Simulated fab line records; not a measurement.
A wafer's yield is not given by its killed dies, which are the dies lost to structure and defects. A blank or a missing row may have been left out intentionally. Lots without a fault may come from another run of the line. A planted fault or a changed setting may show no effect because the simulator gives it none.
Which of the tools did it? / flow gf180mcu / 42 wafers from 14 lots sampled at 5 of the route's 602 steps

## WHAT THE GAUGES READ, wafer by wafer
GF_HV_LDD_OVL_MEAS_20.
lot=L490; measured=day 10 18:50; on=overlay-01; HV_LDD_01_OVL (nm)=2.3 1.0 0.9
lot=L491; measured=day 11 02:10; on=overlay-02; HV_LDD_01_OVL (nm)=-0.9 0.4 0.9
lot=L492; measured=day 11 08:31; on=overlay-02; HV_LDD_01_OVL (nm)=0.0 -1.6 -3.0
lot=L493; measured=day 11 19:02; on=overlay-02; HV_LDD_01_OVL (nm)=-0.6 0.8 -0.6
lot=L494; measured=day 12 02:27; on=overlay-02; HV_LDD_01_OVL (nm)=0.3 0.0 1.8
lot=L496; measured=day 12 13:31; on=overlay-02; HV_LDD_01_OVL (nm)=-0.9 -2.6 0.7
lot=L497; measured=day 12 20:52; on=overlay-02; HV_LDD_01_OVL (nm)=-1.1 -1.5 -1.2
lot=L499; measured=day 13 13:10; on=overlay-02; HV_LDD_01_OVL (nm)=0.2 1.0 -0.2
lot=L506; measured=day 16 07:06; on=overlay-01; HV_LDD_01_OVL (nm)=-0.5 0.3 -1.1
lot=L508; measured=day 16 19:15; on=overlay-01; HV_LDD_01_OVL (nm)=2.9 1.9 2.0
lot=L510; measured=day 17 04:39; on=overlay-02; HV_LDD_01_OVL (nm)=0.8 0.8 -0.5
lot=L509; measured=day 17 05:44; on=overlay-01; HV_LDD_01_OVL (nm)=-0.4 0.9 -0.2
lot=L511; measured=day 17 11:22; on=overlay-01; HV_LDD_01_OVL (nm)=0.7 1.2 0.8
lot=L513; measured=day 18 07:51; on=overlay-02; HV_LDD_01_OVL (nm)=0.9 1.3 1.5

GF_PSD_OVL_MEAS_08.
lot=L490; measured=day 14 05:17; on=overlay-01; PSD_OVL (nm)=1.3 -0.4 0.6
lot=L491; measured=day 14 13:06; on=overlay-01; PSD_OVL (nm)=1.0 -0.5 -0.3
lot=L492; measured=day 14 21:07; on=overlay-02; PSD_OVL (nm)=-1.4 1.8 3.3
lot=L493; measured=day 15 08:14; on=overlay-02; PSD_OVL (nm)=-0.2 -1.9 -1.5
lot=L494; measured=day 15 16:43; on=overlay-02; PSD_OVL (nm)=-2.2 -1.3 0.1
lot=L496; measured=day 16 05:55; on=overlay-02; PSD_OVL (nm)=0.8 -1.0 0.0
lot=L497; measured=day 16 15:16; on=overlay-02; PSD_OVL (nm)=0.0 -1.7 -0.6
lot=L499; measured=day 17 09:13; on=overlay-01; PSD_OVL (nm)=1.3 -0.2 1.1
lot=L506; measured=day 20 11:04; on=overlay-02; PSD_OVL (nm)=0.2 0.4 1.3
lot=L508; measured=day 21 00:46; on=overlay-02; PSD_OVL (nm)=-0.8 0.5 -0.5
lot=L510; measured=day 21 10:39; on=overlay-02; PSD_OVL (nm)=-0.3 -0.2 -2.1
lot=L509; measured=day 21 13:46; on=overlay-02; PSD_OVL (nm)=0.2 1.8 0.6
lot=L511; measured=day 21 15:47; on=overlay-01; PSD_OVL (nm)=-0.7 -0.7 -0.8
lot=L513; measured=day 22 11:55; on=overlay-02; PSD_OVL (nm)=0.8 0.7 -0.3

GF_SAB_THK_MEAS_01.
lot=L490; measured=day 14 06:02; on=film-metro-01; SAB_CVD_00_THK (nm)=48.9 49.6 49.2
lot=L491; measured=day 14 13:51; on=film-metro-01; SAB_CVD_00_THK (nm)=49.1 50.4 48.8
lot=L492; measured=day 14 21:51; on=film-metro-04; SAB_CVD_00_THK (nm)=49.7 50.1 49.4
lot=L493; measured=day 15 08:58; on=film-metro-02; SAB_CVD_00_THK (nm)=49.0 49.9 51.1
lot=L494; measured=day 15 17:28; on=film-metro-02; SAB_CVD_00_THK (nm)=49.9 48.7 50.9
lot=L496; measured=day 16 06:39; on=film-metro-02; SAB_CVD_00_THK (nm)=50.0 48.8 50.3
lot=L497; measured=day 16 16:03; on=film-metro-01; SAB_CVD_00_THK (nm)=64.9 66.1 65.3
lot=L499; measured=day 17 09:58; on=film-metro-02; SAB_CVD_00_THK (nm)=64.1 65.0 66.3
lot=L506; measured=day 20 11:56; on=film-metro-01; SAB_CVD_00_THK (nm)=49.9 49.6 50.7
lot=L508; measured=day 21 01:30; on=film-metro-02; SAB_CVD_00_THK (nm)=49.7 49.8 50.1
lot=L510; measured=day 21 11:23; on=film-metro-04; SAB_CVD_00_THK (nm)=50.3 49.3 51.6
lot=L509; measured=day 21 14:31; on=film-metro-02; SAB_CVD_00_THK (nm)=50.4 51.1 49.8
lot=L511; measured=day 21 16:31; on=film-metro-01; SAB_CVD_00_THK (nm)=50.5 50.3 49.6
lot=L513; measured=day 22 12:40; on=film-metro-02; SAB_CVD_00_THK (nm)=48.3 49.6 50.8

GF_CONTACT_THK_MEAS_01.
lot=L490; measured=day 15 04:14; on=film-metro-01; CONTACT_CVD_00_THK (nm)=291 295 292
lot=L491; measured=day 15 11:44; on=film-metro-02; CONTACT_CVD_00_THK (nm)=301 301 300
lot=L492; measured=day 15 20:10; on=film-metro-03; CONTACT_CVD_00_THK (nm)=300 300 298
lot=L493; measured=day 16 07:55; on=film-metro-03; CONTACT_CVD_00_THK (nm)=300 300 300
lot=L494; measured=day 16 16:28; on=film-metro-03; CONTACT_CVD_00_THK (nm)=304 303 302
lot=L496; measured=day 17 06:01; on=film-metro-03; CONTACT_CVD_00_THK (nm)=299 303 301
lot=L497; measured=day 17 15:40; on=film-metro-03; CONTACT_CVD_00_THK (nm)=299 297 303
lot=L499; measured=day 18 10:25; on=film-metro-02; CONTACT_CVD_00_THK (nm)=307 298 307
lot=L506; measured=day 21 12:52; on=film-metro-01; CONTACT_CVD_00_THK (nm)=299 298 304
lot=L508; measured=day 22 02:19; on=film-metro-02; CONTACT_CVD_00_THK (nm)=297 299 295
lot=L510; measured=day 22 10:50; on=film-metro-03; CONTACT_CVD_00_THK (nm)=302 307 304
lot=L509; measured=day 22 13:55; on=film-metro-03; CONTACT_CVD_00_THK (nm)=297 296 297
lot=L511; measured=day 22 16:46; on=film-metro-01; CONTACT_CVD_00_THK (nm)=300 305 307
lot=L513; measured=day 23 11:44; on=film-metro-02; CONTACT_CVD_00_THK (nm)=300 303 300

## TOOL THAT RAN EACH LOT (tool first, then ch and the chambers of the sampled wafers, then the start)
lot=L490; GF_SAB_CVD_00=pecvd-03 ch 1,2, day 14 05:59
lot=L491; GF_SAB_CVD_00=pecvd-04 ch 1,2, day 14 13:50
lot=L492; GF_SAB_CVD_00=pecvd-04 ch 0,1,2, day 14 21:50
lot=L493; GF_SAB_CVD_00=pecvd-03 ch 0,1,2, day 15 08:56
lot=L494; GF_SAB_CVD_00=pecvd-03 ch 0,1,2, day 15 17:27
lot=L496; GF_SAB_CVD_00=pecvd-04 ch 0,1, day 16 06:37
lot=L497; GF_SAB_CVD_00=pecvd-04 ch 0,1, day 16 16:02
lot=L499; GF_SAB_CVD_00=pecvd-04 ch 0,1, day 17 09:55
lot=L506; GF_SAB_CVD_00=pecvd-01 ch 0,1, day 20 11:55
lot=L508; GF_SAB_CVD_00=pecvd-01 ch 0,1,2, day 21 01:29
lot=L510; GF_SAB_CVD_00=pecvd-04 ch 0,1, day 21 11:22
lot=L509; GF_SAB_CVD_00=pecvd-04 ch 0,1, day 21 14:29
lot=L511; GF_SAB_CVD_00=pecvd-04 ch 0,1,2, day 21 16:29
lot=L513; GF_SAB_CVD_00=pecvd-03 ch 0,1, day 22 12:38
- GF_SAB_CVD_00: deposits SiO2 from TEOS, target thk 50 nm, time 4.9302 s.

## AS READ BY THE TOOLS THEMSELVES (means over the sampled wafers that have a number; for cases with no such wafer, the mark the record gives instead)
GF_SAB_CVD_00.
lot=L490; tool=pecvd-03; heater-power-w (W)=608; rf-fwd-power-W (W)=586.4
lot=L491; tool=pecvd-04; heater-power-w (W)=616; rf-fwd-power-W (W)=588.8
lot=L492; tool=pecvd-04; heater-power-w (W)=639; rf-fwd-power-W (W)=585.7
lot=L493; tool=pecvd-03; heater-power-w (W)=603; rf-fwd-power-W (W)=585.0
lot=L494; tool=pecvd-03; heater-power-w (W)=632; rf-fwd-power-W (W)=585.6
lot=L496; tool=pecvd-04; heater-power-w (W)=693; rf-fwd-power-W (W)=590.8
lot=L497; tool=pecvd-04; heater-power-w (W)=740; rf-fwd-power-W (W)=588.1
lot=L499; tool=pecvd-04; heater-power-w (W)=614; rf-fwd-power-W (W)=584.9
lot=L506; tool=pecvd-01; heater-power-w (W)=645; rf-fwd-power-W (W)=593.2
lot=L508; tool=pecvd-01; heater-power-w (W)=611; rf-fwd-power-W (W)=591.2
lot=L510; tool=pecvd-04; heater-power-w (W)=723; rf-fwd-power-W (W)=588.6
lot=L509; tool=pecvd-04; heater-power-w (W)=698; rf-fwd-power-W (W)=587.4
lot=L511; tool=pecvd-04; heater-power-w (W)=654; rf-fwd-power-W (W)=588.5
lot=L513; tool=pecvd-03; heater-power-w (W)=571; rf-fwd-power-W (W)=586.4

## THE ANSWER, worked out from the rows above alone
Rule: what is usual is taken from the lots themselves. Put in order of their means at a reading, lots are off if they are a third of the lots or fewer, leave a main group of 4 or more, and stand apart from it by a gap of 3 or more times the standard deviation of the main group's means; of several such gaps the widest counts. If all means in a main group match to the digits the tables above print for the reading, that group is not used. A lot without any number at a reading at which 4 lots or more have one is off too. All remaining lots with rows at the step are treated as sound. Order of review: gauges by route order, followed by the tools' own readings, for which a lot's mean as printed above is used. At the first step where some lot is off, the reading lying furthest off is the one used; lots without a number count as furthest.
Off: at GF_SAB_THK_MEAS_01 (SAB_CVD_00_THK), L497, L499. The main group has a mean of 49.9 nm with a standard deviation of 0.35.
If a tool, at a process step before that reading, ran all the lots that are off and no sound lot after the first of them, it fits. Gauges at GF_SAB_THK_MEAS_01: tried the same way as those tools. Not one of the candidates tried fits.

## WHAT THE SIMULATOR PUT IN
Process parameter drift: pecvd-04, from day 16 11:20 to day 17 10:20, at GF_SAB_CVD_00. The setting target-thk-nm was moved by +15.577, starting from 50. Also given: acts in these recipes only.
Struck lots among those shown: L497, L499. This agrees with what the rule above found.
